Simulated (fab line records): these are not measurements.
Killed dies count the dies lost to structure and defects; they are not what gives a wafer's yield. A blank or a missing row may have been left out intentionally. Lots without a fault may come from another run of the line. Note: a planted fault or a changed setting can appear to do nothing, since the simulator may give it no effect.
2 desks looking at one fault :: flow sky130 :: numbers are kept per desk, each desk with only its own; the story behind them comes last

== TOOL OWNER'S DESK, krf scanner-02 ==
The tool's own readings at SKY_CONTACT_EXPOSE_11 (exposes mask CTM1, target cd 170 nm): means of the sampled wafers that have a number, for each lot that ran on this tool. Any lot whose mean is over 4 standard deviations away from the usual mean is out of limits and marked OUT; that distance is given in the brackets.
Columns: A = stage vel mm s at SKY_CONTACT_EXPOSE_11, usual 500.03 mm/s
lot: L530
first seen here: day 31 15:41
A: 500.04

lot: L531
first seen here: day 32 07:44
A: 500.13

lot: L534
first seen here: day 33 09:52
A: 499.78

lot: L535
first seen here: day 33 14:52
A: 500.01

lot: L536
first seen here: day 34 02:20
A: 499.97

lot: L537
first seen here: day 34 10:49
A: 499.73

lot: L540
first seen here: day 35 19:19
A: 500.03

lot: L544
first seen here: day 36 18:57
A: 500.19
Result from this desk: across the 8 lots, nothing is out of limits.

== METROLOGY DESK ==
What the gauges read for every lot (on any tool): the sampled wafers with a number, averaged. Any lot whose mean is over 4 standard deviations away from the usual mean is out of limits and marked OUT; that distance is given in the brackets.
Columns: A = cd nm at SKY_CONTACT_CD_MEAS_14, usual 169.5 nm
lot: L527
first seen here: day 31 12:43
A: 167.8

lot: L528
first seen here: day 31 17:40
A: 169.3

lot: L529
first seen here: day 32 00:15
A: 169.8

lot: L530
first seen here: day 32 04:48
A: 170.9

lot: L531
first seen here: day 32 21:11
A: 168.1

lot: L532
first seen here: day 33 06:44
A: 170.2

lot: L534
first seen here: day 33 23:21
A: 169.4

lot: L535
first seen here: day 34 04:13
A: 169.8

lot: L536
first seen here: day 34 14:31
A: 172.9

lot: L537
first seen here: day 35 00:20
A: 166.9

lot: L540
first seen here: day 36 08:01
A: 148.1 (-13) OUT

lot: L541
first seen here: day 36 10:10
A: 167.9

lot: L544
first seen here: day 37 07:46
A: 159.9 (-6.0) OUT

lot: L550
first seen here: day 38 14:40
A: 169.5
This desk finds L540, L544 out of limits, L540 being first, at day 36 08:01 (cd nm at SKY_CONTACT_CD_MEAS_14). L527, L528, L529, L530, L531, L532, L534, L535, L536, L537, L541, L550: within limits.

== PUT TOGETHER ==
L540, L544 would have let the metrology desk raise an alarm at day 36 08:01.
Nothing out of limits was seen by the tool owner's desk.
The tool owner's desk has L540, L544 on record, within its limits.
Of the lots named, all ran SKY_CONTACT_EXPOSE_11 on krf scanner-02.

== WHAT WAS PUT IN BY THE SIMULATOR ==
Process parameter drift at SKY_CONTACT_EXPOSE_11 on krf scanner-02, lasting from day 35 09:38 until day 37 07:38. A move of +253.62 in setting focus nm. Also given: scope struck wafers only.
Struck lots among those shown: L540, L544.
Delay in hours, fault start to first out-of-limits reading, per desk: metrology desk 22.
